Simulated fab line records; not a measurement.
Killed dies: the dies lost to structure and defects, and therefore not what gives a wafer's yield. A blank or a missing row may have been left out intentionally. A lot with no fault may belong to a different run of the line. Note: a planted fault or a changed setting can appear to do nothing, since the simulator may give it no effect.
fab line records ; flow sky130
[record] lots = 12; wafers = 36; lastDay = 50
route steps=708 shown LI_CONTACT@365
lots that met no fault: taken from a fault-free run of the same line
startH: hours from the record's first day to the start of the lot's first wafer shown ; waitH: time in hours since the lot's previous step ; " identical to the entry in the row above ; L1.1+2: one row covering several wafers at once ; - value missing, or start not given ; * or withheld: withheld ; < > ~ a bound
route shown NAME@n: names a module that has steps shown in the file, with the first one's number in the route ; usual: the fault-free wafers' mean and standard deviation ; same: alike in all rows ; chamber/n: place in a boat ; sites: each site's reading ; _std_site: the standard deviation of these ; _edge_site: inner sites' mean taken away from outer sites' mean ; radiusMm: for every site, how far away it sits from the centre of the wafer ; mask NAME#n: copy n ; behind: tool/chamber where the wafer was last shaped ; hold: what put the lot on hold/how long, in hours/how the hold closed ; device: names the non-switching transistor (n, p or np) ; end of line: tests run on the same wafers once the route is complete ; for a step that has no rows: nothing shown but its recipe ; killed: count of dies lost to structure and defects at first sort (not the wafer's yield) ; map: a wafer's dies, x killed, . not, _ none there
set.NAME: the run value of the setting; set.NAME@STEP: its run value at that earlier step ; model.NAME: the simulator's own value behind a step, which no gauge read
steps of the route over a sample of lots; a table a step, a row a wafer
services: from which hour (startH, from the record's first day; less than 0 if before it) a tool's chamber was out of use, for how many hours, and why
[[steps]]
[step SKY_LI_CONTACT_BOW_MEAS_03]
[recipe] mode = bow
[usual] LI_CONTACT_BOW = 56/6.5
lot.wafer;tool;chamber;startH;waitH;LI_CONTACT_BOW[um]
L980.2;filmMetro-02;-;640.41;0.2;56
L980.3;filmMetro-02;-;640.41;0.2;50
L980.4;filmMetro-02;-;640.41;0.2;56
L981.3;filmMetro-04;-;656.28;0.3;60
L981.5;filmMetro-04;-;656.28;0.3;58
L981.6;filmMetro-04;-;656.28;0.3;55
L983.1;filmMetro-01;-;675.84;0.2;59
L983.3;filmMetro-01;-;675.84;0.2;56
L983.5;filmMetro-01;-;675.84;0.2;56
L984.2;filmMetro-02;-;680.18;0.1;56
L984.4;filmMetro-02;-;680.18;0.1;58
L984.5;filmMetro-02;-;680.18;0.1;59
L986.1;filmMetro-01;-;696.44;0.1;58
L986.3;filmMetro-01;-;696.44;0.1;58
L986.5;filmMetro-01;-;696.44;0.1;56
L992.4;filmMetro-04;-;748.70;0.3;50
L992.5;filmMetro-04;-;748.70;0.3;65
L992.6;filmMetro-04;-;748.70;0.3;48
L995.1;filmMetro-02;-;770.42;0.1;59
L995.4;filmMetro-02;-;770.42;0.1;69
L995.6;filmMetro-02;-;770.42;0.1;59
L996.2;filmMetro-01;-;777.11;0.2;62
L996.3;filmMetro-01;-;777.11;0.2;49
L996.6;filmMetro-01;-;777.11;0.2;66
L997.2;filmMetro-04;-;786.01;0.2;46
L997.3;filmMetro-04;-;786.01;0.2;40
L997.5;filmMetro-04;-;786.01;0.2;53
L999.2;filmMetro-01;-;800.16;0.3;49
L999.4;filmMetro-01;-;800.16;0.3;49
L999.6;filmMetro-01;-;800.16;0.3;54
L101.1;filmMetro-02;-;817.04;0.1;63
L101.4;filmMetro-02;-;817.04;0.1;65
L101.5;filmMetro-02;-;817.04;0.1;55
L102.1;filmMetro-04;-;820.29;0.2;64
L102.3;filmMetro-04;-;820.29;0.2;56
L102.4;filmMetro-04;-;820.29;0.2;54
[step SKY_LI_CONTACT_STRIP_16]
[recipe] chemistry = O2/N2; powerW = 1400; pressureMtorr = 1500; platenTempC = withheld; o2FlowSccm = 3000; n2FlowSccm = 300; overashFraction = 0.5
[usual] drypumpMotorCurrentA = 5.6/0.58; oesProductAu = 0.375/0.0043; stripTimeToEndpointS = 3.50/0.034
lot.wafer;tool;chamber;startH;waitH;drypumpMotorCurrentA;oesProductAu;rfHoursCounterH;stripTimeToEndpointS
L980.2;plasmaAsher-01;1;668.80;-;5.0;0.373;19;3.54
L980.3;plasmaAsher-01;1;668.80;-;5.0;0.378;-;3.51
L980.4;plasmaAsher-01;0;668.80;-;4.8;0.385;-;3.52
L981.3;plasmaAsher-03;1;684.38;-;6.0;0.367;-;3.53
L981.5;plasmaAsher-03;1;684.38;-;6.0;0.370;-;3.53
L981.6;plasmaAsher-03;0;684.38;-;6.0;0.380;-;3.52
L983.1;plasmaAsher-02;0;704.37;-;5.8;0.375;103;3.48
L983.3;plasmaAsher-02;0;704.37;-;5.8;0.378;-;3.51
L983.5;plasmaAsher-02;1;704.37;-;6.4;0.374;-;3.50
L984.2;plasmaAsher-02;0;708.89;-;5.8;0.375;104;3.47
L984.4;plasmaAsher-02;1;708.89;-;6.4;0.376;-;3.53
L984.5;plasmaAsher-02;1;708.89;-;6.4;0.373;-;3.47
L986.1;plasmaAsher-01;1;725.09;-;5.0;0.368;21;3.50
L986.3;plasmaAsher-01;1;725.09;-;5.0;0.377;-;3.54
L986.5;plasmaAsher-01;1;725.09;-;5.0;0.382;-;3.53
L992.4;plasmaAsher-01;1;775.43;-;5.0;0.375;-;3.55
L992.5;plasmaAsher-01;0;775.43;-;4.8;0.370;-;3.47
L992.6;plasmaAsher-01;1;775.43;-;5.0;0.381;-;3.52
L995.1;plasmaAsher-01;1;797.39;-;5.0;0.377;27;3.49
L995.4;plasmaAsher-01;0;797.39;-;4.8;0.370;-;3.47
L995.6;plasmaAsher-01;0;797.39;-;4.8;0.378;-;3.52
L996.2;plasmaAsher-02;0;803.52;-;5.8;0.374;6;3.52
L996.3;plasmaAsher-02;0;803.52;-;5.8;0.377;-;3.46
L996.6;plasmaAsher-02;1;803.52;-;6.4;0.374;-;3.53
L997.2;plasmaAsher-02;1;812.85;-;6.4;0.377;7;3.43
L997.3;plasmaAsher-02;0;812.85;-;5.8;0.372;-;3.53
L997.5;plasmaAsher-02;1;812.85;-;6.4;0.367;-;3.45
L999.2;plasmaAsher-01;1;826.99;-;5.0;0.375;30;3.48
L999.4;plasmaAsher-01;1;826.99;-;5.0;0.377;-;3.48
L999.6;plasmaAsher-01;0;826.99;-;4.8;0.371;-;3.46
L101.1;plasmaAsher-03;0;843.96;-;6.0;0.372;106;3.50
L101.4;plasmaAsher-03;0;843.96;-;6.0;0.378;-;3.52
L101.5;plasmaAsher-03;1;843.96;-;6.0;0.372;-;3.51
L102.1;plasmaAsher-03;1;846.80;-;6.0;0.366;106;3.46
L102.3;plasmaAsher-03;1;846.80;-;6.0;0.377;-;3.43
L102.4;plasmaAsher-03;0;846.80;-;6.0;0.371;-;3.42
[step SKY_LI_CONTACT_SPUTTER_20]
[recipe] material = TiN; targetThkNm = 20; chamberPressurePa = 5; powerW = 4000; timeS = 80
[usual] throttleValvePct = 30.3/0.72
[same] timeS = 80
lot.wafer;tool;chamber;startH;waitH;throttleValvePct
L980.2;pvdSputter-03;-;669.34;0.0;30.5
L980.3;pvdSputter-03;-;669.34;0.0;30.4
L980.4;pvdSputter-03;-;669.34;0.0;29.9
L981.3;pvdSputter-02;-;684.71;0.0;28.7
L981.5;pvdSputter-02;-;684.71;0.0;28.6
L981.6;pvdSputter-02;-;684.71;0.0;30.1
L983.1;pvdSputter-02;-;704.76;0.0;29.9
L983.3;pvdSputter-02;-;704.76;0.0;28.4
L983.5;pvdSputter-02;-;704.76;0.0;28.7
L984.2;pvdSputter-03;-;709.28;0.0;29.7
L984.4;pvdSputter-03;-;709.28;0.0;31.4
L984.5;pvdSputter-03;-;709.28;0.0;31.6
L986.1;pvdSputter-03;-;725.46;0.0;30.2
L986.3;pvdSputter-03;-;725.46;0.0;30.3
L986.5;pvdSputter-03;-;725.46;0.0;31.4
L992.4;pvdSputter-04;-;775.76;0.0;30.2
L992.5;pvdSputter-04;-;775.76;0.0;29.9
L992.6;pvdSputter-04;-;775.76;0.0;31.6
L995.1;pvdSputter-02;-;797.78;0.0;28.8
L995.4;pvdSputter-02;-;797.78;0.0;30.5
L995.6;pvdSputter-02;-;797.78;0.0;29.9
L996.2;pvdSputter-03;-;803.91;0.0;30.4
L996.3;pvdSputter-03;-;803.91;0.0;31.5
L996.6;pvdSputter-03;-;803.91;0.0;31.3
L997.2;pvdSputter-03;-;813.22;0.0;29.8
L997.3;pvdSputter-03;-;813.22;0.0;30.5
L997.5;pvdSputter-03;-;813.22;0.0;31.5
L999.2;pvdSputter-03;-;827.38;0.0;30.3
L999.4;pvdSputter-03;-;827.38;0.0;31.4
L999.6;pvdSputter-03;-;827.38;0.0;29.8
L101.1;pvdSputter-02;-;844.35;0.0;30.1
L101.4;pvdSputter-02;-;844.35;0.0;30.2
L101.5;pvdSputter-02;-;844.35;0.0;30.1
L102.1;pvdSputter-03;-;847.34;0.0;31.6
L102.3;pvdSputter-03;-;847.34;0.0;30.2
L102.4;pvdSputter-03;-;847.34;0.0;29.9
[step SKY_LI_CONTACT_CMP_24]
[recipe] stopOn = PSG; tOverpolishS = 20; downForcePsi = 3.5; platenRpm = 60; targetThkNm = 0; padVelocityMS = 0.94248
[usual] motorCurrentA = 10.6/1.1; overpolishRunS = 20.000/0.0099; platenRpm = 60.00/0.038; slurryFilterDpKPa = 13.51/0.13; tOverpolishS = 20/0; timeToEndpointS = 96/3.5
lot.wafer;tool;chamber;startH;waitH;motorCurrentA;overpolishRunS;platenRpm;slurryFilterDpKPa;tOverpolishS;timeToEndpointS
L980.4;cmp-02;2;669.71;0.0;9.5;19.987;60.04;13.48;20;97
L980.2;cmp-02;0;669.71;0.0;10.5;20.004;59.98;13.55;20;97
L980.3;cmp-02;1;669.71;0.0;10.7;19.994;60.01;13.50;20;94
L981.3;cmp-01;1;685.08;0.0;12.6;19.995;59.98;13.45;20;86
L981.6;cmp-01;1;685.08;0.0;13.4;20.005;59.99;13.68;20;89
L981.5;cmp-01;2;685.08;0.0;9.8;19.979;60.03;13.43;20;90
L983.1;cmp-02;1;705.12;0.1;10.7;20.006;60.01;13.38;20;93
L983.3;cmp-02;3;705.12;0.1;10.4;19.995;60.02;13.56;20;95
L983.5;cmp-02;1;705.12;0.1;11.4;20.004;60.02;13.26;20;96
L984.4;cmp-01;0;709.65;0.0;10.2;19.981;59.99;13.28;20;96
L984.2;cmp-01;2;709.65;0.0;9.8;20.015;60.03;13.57;20;98
L984.5;cmp-01;1;709.65;0.0;11.8;20.007;60.01;13.38;20;98
L986.1;cmp-02;3;725.83;0.1;10.2;20.007;60.02;13.48;20;98
L986.3;cmp-02;2;725.83;0.1;9.6;20.000;59.96;13.49;20;99
L986.5;cmp-02;0;725.83;0.1;10.0;19.998;59.98;13.45;20;103
L992.4;cmp-01;1;776.28;0.2;13.0;20.017;60.00;13.60;20;90
L992.5;cmp-01;2;776.28;0.2;9.7;16.842;60.00;13.51;16.847;94
L992.6;cmp-01;3;776.28;0.2;11.7;19.992;60.00;13.52;20;96
L995.4;cmp-02;0;798.27;0.0;10.0;20.000;60.01;13.43;20;97
L995.1;cmp-02;2;798.27;0.0;9.6;20.005;60.01;13.55;20;96
L995.6;cmp-02;0;798.27;0.0;10.2;20.001;60.02;13.52;20;96
L996.2;cmp-02;1;804.37;0.1;10.9;20.017;60.02;13.61;20;94
L996.3;cmp-02;2;804.37;0.1;8.7;19.993;60.01;13.60;20;98
L996.6;cmp-02;3;804.37;0.1;10.3;19.996;59.95;13.73;20;92
L997.2;cmp-02;1;813.58;0.0;10.6;19.990;59.97;13.60;20;95
L997.3;cmp-02;2;813.58;0.0;9.3;19.995;59.94;13.61;20;97
L997.5;cmp-02;2;813.58;0.0;8.9;20.008;60.05;13.54;20;93
L999.2;cmp-02;2;827.80;0.1;8.9;20.007;60.01;13.69;20;103
L999.4;cmp-02;0;827.80;0.1;10.4;20.009;60.01;13.52;20;104
L999.6;cmp-02;2;827.80;0.1;9.4;20.008;59.93;13.52;20;98
L101.4;cmp-02;0;844.72;0.0;9.9;19.993;59.94;13.59;20;99
L101.1;cmp-02;3;844.72;0.0;10.4;20.017;60.04;13.52;20;97
L101.5;cmp-02;1;844.72;0.0;10.2;19.998;59.97;13.55;20;93
L102.1;cmp-01;0;847.71;0.1;10.0;19.991;60.03;13.25;20;98
L102.4;cmp-01;1;847.71;0.1;12.5;19.998;59.98;13.63;20;95
L102.3;cmp-01;2;847.71;0.1;9.4;19.983;60.02;13.37;20;91
[[services]]
tool;chamber;startH;hours;kind
pvdSputter-02;-;660.15;2.2;repair
plasmaAsher-01;-;677.29;24.6;repair
pvdSputter-04;-;677.94;1.8;repair
cmp-02;-;696.44;7.1;pm
plasmaAsher-01;-;701.87;14.6;pm
plasmaAsher-01;-;711.72;0.8;repair
plasmaAsher-02;-;733.75;9.0;pm
plasmaAsher-02;0;733.75;9.0;ventCycle
plasmaAsher-02;1;733.75;9.0;ventCycle
plasmaAsher-01;-;737.37;6.8;repair
cmp-01;-;737.72;2.1;repair
plasmaAsher-02;0;742.75;-;clean
plasmaAsher-02;1;742.75;-;clean
cmp-02;-;744.26;4.0;pm
plasmaAsher-02;-;746.44;0.7;repair
cmp-02;-;748.26;-;consumableReplace:conditioner
cmp-02;-;748.26;-;consumableReplace:pad
cmp-02;-;764.95;0.5;repair
pvdSputter-04;-;766.76;3.1;repair
plasmaAsher-01;-;778.95;2.8;pm
cmp-01;-;788.44;1.6;repair
cmp-02;-;799.31;1.3;repair
plasmaAsher-02;-;810.31;1.3;repair
pvdSputter-02;-;840.35;2.9;repair
[[key]]
[firstSign] step = SKY_LI_CONTACT_CMP_24; reading = tOverpolishS; direction = down; sigmas = 99+; usual = 20; struck = 16.847
[effect] step = SKY_LI_CONTACT_CMP_24; reading = overpolishRunS; direction = down; sigmas = 99+; usual = 20.000; struck = 16.842
metAt SKY_LI_CONTACT_CMP_24
struckLots L992
struckWafers L992.5
testerLeftOut L992
notActingAt SKY_LI_CONTACT_BOW_MEAS_03,SKY_LI_CONTACT_STRIP_16,SKY_LI_CONTACT_SPUTTER_20
onsetBetween 709.65 776.28
[fault] kind = processParameterDrift; tool = cmp-01; chamber = 2; onsetH = 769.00; steps = SKY_LI_CONTACT_CMP_24; channel = tOverpolishS; offset = -3.1534; shape = step; endH = 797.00; actsIn = theseRecipesOnly; stated = 20
// testerLeftOut: of these lots the tester's yield and bins aren't shown, on N5 and GAA mostly nor the transistor test; their killed dies are dies lost to structure and defects alone, not to doping, threshold or leakage, so they don't give the yield
